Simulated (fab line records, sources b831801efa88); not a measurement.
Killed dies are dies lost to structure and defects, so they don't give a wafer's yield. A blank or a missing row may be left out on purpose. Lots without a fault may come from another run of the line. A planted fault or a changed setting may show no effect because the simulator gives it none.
Which tool did it? | flow gf180mcu | 14 lots, 42 wafers sampled, at 5 steps of a route of 602

WHAT THE GAUGES READ, wafer by wafer
GF_STI_CD_MEAS_12: target cd 220 nm. Usual: cd_nm 220.1 nm, standard deviation 1.1.
lot  | measured    | on        | cd_nm (nm)        | flag
L683 | day 2 01:18 | cd_sem-02 | 220.3 218.5 219.3 |
L684 | day 2 06:22 | cd_sem-01 | 220.8 221.4 221.1 |
L685 | day 2 11:15 | cd_sem-01 | 219.5 221.7 220.4 |
L687 | day 2 21:03 | cd_sem-02 | 218.3 218.7 219.1 |
L688 | day 3 02:53 | cd_sem-01 | 219.5 218.4 219.6 |
L689 | day 3 08:59 | cd_sem-02 | 219.5 217.8 219.8 |
L690 | day 3 12:59 | cd_sem-02 | 220.3 219.7 218.6 |
L691 | day 3 18:52 | cd_sem-02 | 219.7 220.9 221.3 |
L692 | day 4 04:20 | cd_sem-02 | 220.8 220.0 219.7 |
L693 | day 4 08:26 | cd_sem-01 | 220.8 220.6 221.3 |
L695 | day 4 15:45 | cd_sem-01 | 220.2 221.2 220.5 |
L697 | day 5 02:17 | cd_sem-01 | 220.8 219.9 220.1 |
L698 | day 5 08:26 | cd_sem-01 | 220.3 219.9 220.2 |
L705 | day 6 17:58 | cd_sem-01 | 218.0 218.0 218.5 |

GF_VT_IMPLANT_TW_MEAS_43. Usual: VT_IMPLANT_4_TW 694, standard deviation 5.9.
lot  | measured     | on            | VT_IMPLANT_4_TW         | flag
L683 | day 7 13:47  | film_metro-03 | 688 688 690             |
L684 | day 7 19:32  | film_metro-03 | 692 690 691             |
L685 | day 8 00:50  | film_metro-04 | 685 687 690             |
L687 | day 8 13:18  | film_metro-01 | 698 700 702             |
L688 | day 8 20:19  | film_metro-01 | 694 696 698             |
L689 | day 9 04:46  | film_metro-04 | 687 689 685             |
L690 | day 9 10:46  | film_metro-04 | 691 690 689             |
L691 | day 9 18:19  | film_metro-04 | 687 688 689             |
L692 | day 10 05:11 | film_metro-04 | 684 683 689             |
L693 | day 10 18:15 | film_metro-03 | 695 692 692             |
L695 | day 11 02:17 | film_metro-01 | 625 624 626 626 627 628 | OFF
L697 | day 11 12:16 | film_metro-03 | 618 621 619 617 620 621 | OFF
L698 | day 11 20:23 | film_metro-04 | 683 687 687             |
L705 | day 13 14:28 | film_metro-03 | 696 696 695             |

GF_HV_LDD_OVL_MEAS_08. Usual: HV_LDD_OVL -0.6 nm, standard deviation 1.4.
lot  | measured     | on         | HV_LDD_OVL (nm) | flag
L683 | day 10 01:29 | overlay-01 | -3.0 -2.8 -2.8  |
L684 | day 10 06:12 | overlay-01 | 1.4 1.3 2.0     |
L685 | day 10 13:09 | overlay-01 | 1.2 -0.7 -0.2   |
L687 | day 11 01:51 | overlay-01 | 1.0 0.2 0.8     |
L688 | day 11 09:55 | overlay-01 | 3.0 -0.9 1.8    |
L689 | day 11 20:29 | overlay-01 | 0.5 -0.1 -0.7   |
L690 | day 12 02:40 | overlay-01 | -0.5 0.6 2.0    |
L691 | day 12 09:32 | overlay-02 | -3.7 -2.4 -1.3  |
L692 | day 13 03:41 | overlay-02 | -1.5 -1.2 -1.9  |
L693 | day 13 12:00 | overlay-01 | -1.6 -0.5 -0.4  |
L695 | day 13 23:47 | overlay-02 | -0.7 0.8 -1.2   |
L697 | day 14 08:17 | overlay-02 | 0.9 0.2 -1.9    |
L698 | day 14 18:34 | overlay-01 | 0.1 -1.4 -0.3   |
L705 | day 16 16:09 | overlay-01 | -0.5 2.2 -0.5   |

GF_HV_LDD_OVL_MEAS_47. Usual: HV_LDD_03_OVL -1.2 nm, standard deviation 1.3.
lot  | measured     | on         | HV_LDD_03_OVL (nm) | flag
L683 | day 12 10:59 | overlay-01 | -0.5 0.6 -1.9      |
L684 | day 12 15:02 | overlay-01 | -2.0 -1.7 -0.7     |
L685 | day 12 22:41 | overlay-02 | -0.3 0.2 -0.8      |
L687 | day 13 12:38 | overlay-02 | -0.5 -1.5 -0.6     |
L688 | day 13 20:37 | overlay-02 | -0.4 -2.0 -1.8     |
L689 | day 14 08:17 | overlay-01 | 0.3 -0.6 0.2       |
L690 | day 14 18:12 | overlay-01 | -2.8 -1.9 -2.5     |
L691 | day 15 00:18 | overlay-02 | -3.5 -1.1 -1.2     |
L692 | day 15 19:38 | overlay-02 | -0.3 1.2 1.6       |
L693 | day 16 04:39 | overlay-01 | -1.6 -2.1 -3.9     |
L695 | day 16 15:38 | overlay-01 | -1.7 -0.3 -1.2     |
L697 | day 17 02:35 | overlay-01 | -2.0 -0.6 -1.3     |
L698 | day 17 14:15 | overlay-01 | -2.4 0.3 -1.1      |
L705 | day 19 16:08 | overlay-02 | -3.1 -1.1 -1.4     |

WHICH TOOL RAN EACH LOT (tool, then ch and the chambers of the sampled wafers, then the start)
lot  | GF_VT_IMPLANT_IMPLANT_41
L683 | implanter-02 ch 0, day 7 13:32
L684 | implanter-03 ch 0, day 7 19:17
L685 | implanter-04 ch 0, day 8 00:35
L687 | implanter-04 ch 0, day 8 13:03
L688 | implanter-02 ch 0, day 8 20:07
L689 | implanter-04 ch 0, day 9 04:31
L690 | implanter-04 ch 0, day 9 10:32
L691 | implanter-03 ch 0, day 9 18:05
L692 | implanter-03 ch 0, day 10 04:56
L693 | implanter-02 ch 0, day 10 18:01
L695 | implanter-03 ch 0, day 11 02:02
L697 | implanter-03 ch 0, day 11 12:01
L698 | implanter-04 ch 0, day 11 20:11
L705 | implanter-02 ch 0, day 13 14:14
- GF_VT_IMPLANT_IMPLANT_41

WHAT THE TOOLS THEMSELVES READ (means of the sampled wafers that have a number; where no wafer has one, the mark that the record gives instead)
GF_VT_IMPLANT_IMPLANT_41. Usual: faraday_current_uA 5.71, standard deviation 0.12; tilt_deg 6.997 degrees, standard deviation 0.018.
lot  | tool         | faraday_current_uA | tilt_deg (degrees) | flag
L683 | implanter-02 | 5.73               | 6.974              |
L684 | implanter-03 | 5.74               | 6.993              |
L685 | implanter-04 | 5.79               | 7.018              |
L687 | implanter-04 | 5.65               | 7.010              |
L688 | implanter-02 | 5.62               | 7.017              |
L689 | implanter-04 | 5.61               | 6.985              |
L690 | implanter-04 | 5.56               | 6.977              |
L691 | implanter-03 | 5.76               | 7.006              |
L692 | implanter-03 | 5.74               | 6.975              |
L693 | implanter-02 | 5.72               | 6.996              |
L695 | implanter-03 | 5.69               | -0.004             | OFF
L697 | implanter-03 | 5.79               | -0.024             | OFF
L698 | implanter-04 | 5.67               | 6.998              |
L705 | implanter-02 | 5.77               | 7.001              |

THE ANSWER, worked out from the rows above alone
Rule: a lot is off if the mean of its wafers that have a number lies more than 3 standard deviations from the usual mean. A lot without any number at a reading at which 4 lots or more have one is off too. The other lots that the step has rows for count as sound. The gauges are gone through in route order, then the tools' own readings, and for those a lot's mean is taken as printed above. The first step at which some lot is off is used, and at that step the reading that is off furthest; a lot without a number counts as furthest.
Off: L695, L697, at GF_VT_IMPLANT_TW_MEAS_43 (VT_IMPLANT_4_TW).
A tool fits if, at a process step before that reading, it ran every lot that is off, and no sound lot after the first of them. The gauges at GF_VT_IMPLANT_TW_MEAS_43 aren't tried: what is off there is off at GF_VT_IMPLANT_IMPLANT_41 too, on other tools, and a gauge's error can't cause that. One fits: implanter-03 at GF_VT_IMPLANT_IMPLANT_41. Its last sound lot is L692 (day 10 04:56), its first lot that is off L695 (day 11 02:02): a fault that began between those two fits.
The tool's own readings at GF_VT_IMPLANT_IMPLANT_41 bear it out: on the lots that are off they differ by more than 5 times the standard deviation of the sound lots' means. tilt_deg reads -0.014 degrees there against 6.996 degrees on the sound lots.

WHAT THE SIMULATOR HAD PUT IN
Process parameter drift: implanter-03, from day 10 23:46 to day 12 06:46, at GF_VT_IMPLANT_IMPLANT_41. Setting tilt_deg, moved by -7, from 7. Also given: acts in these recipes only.
Lots struck among those shown: L695, L697. The rule above found the same.
